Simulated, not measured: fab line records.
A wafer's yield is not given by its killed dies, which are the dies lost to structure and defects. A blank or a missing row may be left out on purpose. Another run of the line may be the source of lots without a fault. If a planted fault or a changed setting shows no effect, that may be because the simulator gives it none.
Which of the tools did it? | flow sky130 | 36 wafers from 12 lots sampled at 2 of the route's 708 steps

WHAT EACH GAUGE READ, for each wafer
SKY_VIA2_OVL_MEAS_13.
lot  | measured     | on         | VIA2_OVL (nm)
L075 | day 37 02:14 | overlay-02 | 7 3 5
L077 | day 38 01:40 | overlay-02 | 3 -9 -8
L078 | day 38 10:17 | overlay-02 | 12 8 6
L081 | day 39 04:49 | overlay-01 | 15 5 14
L083 | day 40 00:10 | overlay-02 | 12 12 6
L085 | day 40 10:28 | overlay-01 | 7 4 5
L087 | day 40 18:57 | overlay-01 | 6 4 1
L089 | day 41 15:08 | overlay-02 | -1 -4 0
L091 | day 41 21:51 | overlay-02 | 6 0 8
L094 | day 42 12:09 | overlay-02 | 9 5 4
L095 | day 43 01:25 | overlay-01 | -2 -5 -2
L097 | day 43 06:18 | overlay-01 | 2 4 -1

WHAT TOOL EACH LOT RAN ON (gives the tool, then ch and the chambers of the sampled wafers, and finally the start)
lot  | SKY_VIA1_STRIP_16
L075 | plasma-asher-03 ch 0,1, day 34 18:07
L077 | plasma-asher-03 ch 0,1, day 35 18:48
L078 | plasma-asher-03 ch 0,1, day 36 03:09
L081 | plasma-asher-03 ch 0,1, day 36 22:13
L083 | plasma-asher-04 ch 0,1, day 37 17:18
L085 | plasma-asher-01 ch 1, day 38 04:33
L087 | plasma-asher-03 ch 0, day 38 13:37
L089 | plasma-asher-04 ch 0,1, day 39 10:36
L091 | plasma-asher-01 ch 0,1, day 39 17:06
L094 | plasma-asher-04 ch 0,1, day 40 08:31
L095 | plasma-asher-04 ch 0, day 40 22:26
L097 | plasma-asher-04 ch 0,1, day 41 04:00
- SKY_VIA1_STRIP_16: strips in O2/N2.

THE ANSWER, worked out from the rows above alone
Rule: the usual values come from the lots themselves. Put in order of their means at a reading, lots are off if they are a third of the lots or fewer, leave a main group of 4 or more, and stand apart from it by a gap of 3 or more times the standard deviation of the main group's means; of several such gaps the widest counts. If all means in a main group match to the digits the tables above print for the reading, that group is not used. A lot without any number at a reading at which 4 lots or more have one is off too. Any other lot the step has rows for is counted as sound.
Across all readings shown, no lot is off: no conclusion can be drawn from this.

WHAT THE SIMULATOR HAD PUT IN
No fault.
